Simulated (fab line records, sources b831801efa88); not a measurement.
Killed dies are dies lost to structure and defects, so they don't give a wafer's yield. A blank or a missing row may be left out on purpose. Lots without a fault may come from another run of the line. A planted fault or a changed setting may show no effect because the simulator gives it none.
Which tool did it? | flow sky130 | 11 lots, 33 wafers sampled, at 6 steps of a route of 708

WHAT THE GAUGES READ, wafer by wafer
SKY_SONOS_ONO_CD_MEAS_13: target cd 410 nm. Usual: cd_nm 409.5 nm, standard deviation 2.
lot  | measured     | on        | cd_nm (nm)        | flag
L600 | day 14 06:08 | cd_sem-02 | 411.0 412.3 410.3 |
L602 | day 14 18:49 | cd_sem-02 | 409.7 408.1 408.4 |
L603 | day 15 02:56 | cd_sem-01 | 408.1 405.8 407.5 |
L609 | day 17 03:10 | cd_sem-02 | 411.2 412.1 414.2 |
L610 | day 17 05:33 | cd_sem-02 | 408.6 409.9 409.8 |
L612 | day 17 21:55 | cd_sem-02 | 411.2 411.4 411.1 |
L615 | day 19 00:35 | cd_sem-01 | 404.0 404.8 407.0 |
L616 | day 19 07:56 | cd_sem-01 | 409.1 411.0 408.8 |
L617 | day 19 20:39 | cd_sem-02 | 409.2 408.9 408.6 |
L618 | day 20 03:26 | cd_sem-02 | 411.4 412.7 409.7 |
L619 | day 20 09:33 | cd_sem-01 | 406.9 409.1 407.5 |

SKY_SPACER_THK_MEAS_01. Usual: SPACER_CVD_00_THK 43.1 nm, standard deviation 0.39.
lot  | measured     | on            | SPACER_CVD_00_THK (nm) | flag
L600 | day 24 12:50 | film_metro-04 | 43.2 43.3 43.0         |
L602 | day 25 07:23 | film_metro-02 | 42.7 42.5 42.6         |
L603 | day 25 17:19 | film_metro-03 | 42.6 42.9 42.6         |
L609 | day 27 18:29 | film_metro-03 | 42.9 43.0 43.0         |
L610 | day 27 21:48 | film_metro-02 | 43.5 43.3 42.9         |
L612 | day 28 10:11 | film_metro-02 | 42.9 42.7 43.0         |
L615 | day 29 14:58 | film_metro-03 | 43.1 42.9 43.0         |
L616 | day 29 17:13 | film_metro-03 | 43.1 43.6 43.4         |
L617 | day 30 09:01 | film_metro-02 | 43.0 43.1 43.3         |
L618 | day 30 09:01 | film_metro-04 | 43.2 43.7 43.7         |
L619 | day 30 16:10 | film_metro-04 | 43.7 43.5 43.2         |

SKY_SD_P_TW_MEAS_11. Usual: SD_P_TW 2815, standard deviation 16.
lot  | measured     | on            | SD_P_TW                       | flag
L600 | day 26 23:51 | film_metro-02 | 2805 2797 2816                |
L602 | day 27 22:20 | film_metro-02 | 2810 2794 2800                |
L603 | day 28 03:57 | film_metro-03 | 2676 2682 2669 2681 2667 2683 | OFF
L609 | day 30 02:14 | film_metro-03 | 2823 2842 2840                |
L610 | day 30 06:53 | film_metro-02 | 2793 2799 2797                |
L612 | day 30 18:38 | film_metro-02 | 2813 2806 2782                |
L615 | day 31 23:05 | film_metro-02 | 2783 2788 2787                |
L616 | day 32 01:42 | film_metro-03 | 2839 2828 2823                |
L617 | day 32 18:16 | film_metro-01 | 2811 2822 2827                |
L618 | day 32 17:12 | film_metro-02 | 2806 2807 2809                |
L619 | day 32 23:16 | film_metro-02 | 2797 2815 2806                |

SKY_SD_N_RS_MEAS_17: measures by four-point-probe. Usual: SD_P_RS 146.9 ohm/sq, standard deviation 0.35.
lot  | measured     | on            | SD_P_RS (ohm/sq)                    | flag
L600 | day 29 09:43 | film_metro-01 | 147.1 147.2 147.3                   |
L602 | day 30 07:34 | film_metro-02 | 147.3 147.2 147.5                   |
L603 | day 30 13:03 | film_metro-02 | 150.7 150.7 150.4 151.1 150.6 150.7 | OFF
L609 | day 32 11:01 | film_metro-01 | 146.5 146.8 146.7                   |
L610 | day 32 15:58 | film_metro-02 | 146.6 146.6 146.2                   |
L612 | day 33 02:47 | film_metro-03 | 146.3 146.1 146.4                   |
L615 | day 34 06:28 | film_metro-02 | 147.0 147.2 147.1                   |
L616 | day 34 08:32 | film_metro-02 | 147.0 147.4 147.0                   |
L617 | day 35 01:00 | film_metro-03 | 147.0 146.7 147.1                   |
L618 | day 35 00:13 | film_metro-03 | 147.0 147.2 146.9                   |
L619 | day 35 04:56 | film_metro-02 | 146.9 146.7 146.3                   |

WHICH TOOL RAN EACH LOT (tool, then ch and the chambers of the sampled wafers, then the start)
lot  | SKY_SD_P_IMPLANT_09             | SKY_SD_P_STRIP_10
L600 | implanter-02 ch 0, day 26 23:37 | plasma_asher-02 ch 0,1, day 26 23:44
L602 | implanter-03 ch 0, day 27 22:05 | plasma_asher-02 ch 0,1, day 27 22:14
L603 | implanter-02 ch 0, day 28 03:43 | plasma_asher-02 ch 1, day 28 03:50
L609 | implanter-03 ch 0, day 30 01:59 | plasma_asher-04 ch 0,1, day 30 02:08
L610 | implanter-04 ch 0, day 30 06:40 | plasma_asher-02 ch 0,1, day 30 06:47
L612 | implanter-03 ch 0, day 30 18:23 | plasma_asher-02 ch 0,1, day 30 18:32
L615 | implanter-04 ch 0, day 31 22:50 | plasma_asher-04 ch 0,1, day 31 22:59
L616 | implanter-03 ch 0, day 32 01:28 | plasma_asher-01 ch 0, day 32 01:35
L617 | implanter-03 ch 0, day 32 18:02 | plasma_asher-04 ch 0,1, day 32 18:10
L618 | implanter-02 ch 0, day 32 16:58 | plasma_asher-04 ch 0,1, day 32 17:05
L619 | implanter-02 ch 0, day 32 23:02 | plasma_asher-04 ch 0,1, day 32 23:10
- SKY_SD_P_IMPLANT_09
- SKY_SD_P_STRIP_10: strips in O2/N2.

WHAT THE TOOLS THEMSELVES READ (means of the sampled wafers that have a number; where no wafer has one, the mark that the record gives instead)
SKY_SD_P_STRIP_10. Usual: drypump_motor_current_A 5.35 A, standard deviation 0.19; n2_flow_sccm 300.1 sccm, standard deviation 0.91; oes_product_au 0.617 a.u., standard deviation 0.0046; strip_time_to_endpoint_s 17.48 s, standard deviation 0.038.
lot  | tool            | drypump_motor_current_A (A) | n2_flow_sccm (sccm) | oes_product_au (a.u.) | strip_time_to_endpoint_s (s) | flag
L600 | plasma_asher-02 | 5.50                        | 299.5               | 0.619                 | 17.47                        |
L602 | plasma_asher-02 | 5.59                        | 300.1               | 0.615                 | 17.47                        |
L603 | plasma_asher-02 | 5.38                        | 300.4               | 0.629                 | 17.01                        | OFF
L609 | plasma_asher-04 | 5.21                        | 299.6               | 0.614                 | 17.52                        |
L610 | plasma_asher-02 | 5.50                        | 298.6               | 0.623                 | 17.42                        |
L612 | plasma_asher-02 | 5.50                        | 299.0               | 0.621                 | 17.45                        |
L615 | plasma_asher-04 | 5.20                        | 300.3               | 0.617                 | 17.44                        |
L616 | plasma_asher-01 | 5.23                        | 299.5               | 0.622                 | 17.51                        |
L617 | plasma_asher-04 | 5.21                        | 300.6               | 0.616                 | 17.52                        |
L618 | plasma_asher-04 | 5.18                        | 300.6               | 0.612                 | 17.52                        |
L619 | plasma_asher-04 | 5.22                        | 301.4               | 0.615                 | 17.48                        |

THE ANSWER, worked out from the rows above alone
Rule: a lot is off if the mean of its wafers that have a number lies more than 3 standard deviations from the usual mean. A lot without any number at a reading at which 4 lots or more have one is off too. The other lots that the step has rows for count as sound. The gauges are gone through in route order, then the tools' own readings, and for those a lot's mean is taken as printed above. The first step at which some lot is off is used, and at that step the reading that is off furthest; a lot without a number counts as furthest.
Off: L603, at SKY_SD_P_TW_MEAS_11 (SD_P_TW).
A tool fits if, at a process step before that reading, it ran every lot that is off, and no sound lot after the first of them. The gauges at SKY_SD_P_TW_MEAS_11 aren't tried: what is off there is off at SKY_SD_N_RS_MEAS_17 too, on other tools, and a gauge's error can't cause that. None of those tried fits.

WHAT THE SIMULATOR HAD PUT IN
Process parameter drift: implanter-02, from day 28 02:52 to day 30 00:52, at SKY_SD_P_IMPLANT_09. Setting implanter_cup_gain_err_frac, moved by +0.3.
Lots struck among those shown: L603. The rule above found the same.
